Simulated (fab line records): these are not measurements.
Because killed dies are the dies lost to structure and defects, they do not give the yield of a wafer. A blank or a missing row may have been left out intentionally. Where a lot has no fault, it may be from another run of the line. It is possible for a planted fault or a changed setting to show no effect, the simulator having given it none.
Struck lot and sound lot, side by side    flow gf180mcu    16 steps out of a route of 602
Sound: these wafers, L256.2, L256.3, L256.5. Struck: wafer L259.3 (left out: L259.1, L259.6 of the same lot, which were not struck); the cause appears at the end.
For every step that has rows: the tool of each side, followed by ch and its chambers, followed by its first start. Under that, the readings that differ: sound wafers    struck wafers    difference of the means    sigmas: that difference in standard deviations of wafers without a fault.
alike: readings with means less than 2 such deviations apart, plus words and numbers identical on both sides. not compared: withheld readings, readings lacking a value on some wafer, bounds such as >300 that could conceal the same value, and numbers that have no deviation in the record and whose values overlap.
A row with sigmas, a row that says differs or no value, or rows on one side alone: a step with any of these is where the two part. Numbers that don't overlap but have no deviation are shown without sigmas and don't part them. A reading that every wafer of one side lacks parts them only if that side has two wafers or more.

first, 3 steps without rows for these wafers: GF_V4_EXPOSE_11 (exposes mask Via4, target cd 260 nm); GF_V4_PEB_12 (peb time 90 s); GF_V4_DEVELOP_13 (develop time 60 s).
GF_V4_CD_MEAS_14 targets a cd of 260 nm.
  struck on cdSem-02, day 30 23:37; sound on cdSem-02, day 30 03:32
  alike: cdNm
GF_V4_OVL_MEAS_15:
  struck on overlay-01, day 30 23:44; sound on overlay-01, day 30 03:38
  alike: V4_OVL
GF_V4_ETCH_16: etches BARC in N2/H2.
  sound on rieDiel-02 ch 0,2, day 30 03:40; struck on rieDiel-02 ch 2, day 30 23:46
  alike: drypumpMotorCurrentA, oesProductAu, throttleValvePct
GF_V4_ETCH_17: etches SiO2 in C4F8/O2/Ar, stops on TiN, target depth 630 nm.
  sound: rieDiel-02 ch 0,2; struck: rieDiel-02 ch 2
  alike: oesProductAu
GF_V4_STRIP_18: strips in O2/N2.
  sound on plasmaAsher-02 ch 1, day 30 03:48; struck on plasmaAsher-03 ch 1, day 30 23:53
  alike: drypumpMotorCurrentA, heaterPowerW, oesProductAu
  not compared: rfHoursCounterH
then, 2 steps without rows for these wafers: GF_V4_STRIP_19 (strips in post etch residue remover, time 1200 s); GF_V4_CLEAN_20 (cleans in DIW).
GF_V4_SPUTTER_21: material Ti, target thk 15 nm, time 80.02 s.
  struck on pvdSputter-01, day 31 00:26; sound on pvdSputter-01, day 30 04:20
  alike: throttleValvePct
GF_V4_SPUTTER_22: material TiN, target thk 10 nm, time 40 s.
  struck on pvdSputter-01, day 31 00:29; sound on pvdSputter-01, day 30 04:23
  alike: throttleValvePct
GF_V4_CVD_23: deposits W, target thk 350 nm, time 104.9 s.
  sound on cvdW-02 ch 1, day 30 04:26; struck on cvdW-01 ch 0, day 31 00:32
reading                          sound            struck  difference  sigmas
model.W_of_V4_CVD_23.thkNm (nm)  348 349.8 349.4  336.4   -12.7       
  alike: heaterPowerW
  not compared: sinceWetCleanH
GF_V4_RS_MEAS_24: the measuring method here is four-point-probe.
  struck on filmMetro-02, day 31 00:56; sound on filmMetro-01, day 30 04:34
reading           sound              struck  difference  sigmas
V4_W_RS (ohm/sq)  0.330 0.328 0.328  0.341   +0.012      +4
  not compared: hold
GF_V4_THK_MEAS_25: measures by xrf.
  struck on filmMetro-02, day 31 04:47; sound on filmMetro-01, day 30 04:40
reading        sound        struck  difference  sigmas
V4_W_THK (nm)  371 374 374  357     -16         -4
  not compared: hold
-- the record jumps here: 4 days lie between the struck wafers' starts before and after (it left off in module V4 and takes up again in module PASSIVATION, whose first step shown is number 602 of the route) --
GF_PASSIVATION_PROBE_99:
  rows exist in the record for the struck wafers here (prober-02, day 34 19:08), but not for the sound ones

== WHERE THEY PART ==
Earliest at GF_V4_RS_MEAS_24; latest, in this record, at GF_PASSIVATION_PROBE_99.

WHY: the cause the simulator had injected
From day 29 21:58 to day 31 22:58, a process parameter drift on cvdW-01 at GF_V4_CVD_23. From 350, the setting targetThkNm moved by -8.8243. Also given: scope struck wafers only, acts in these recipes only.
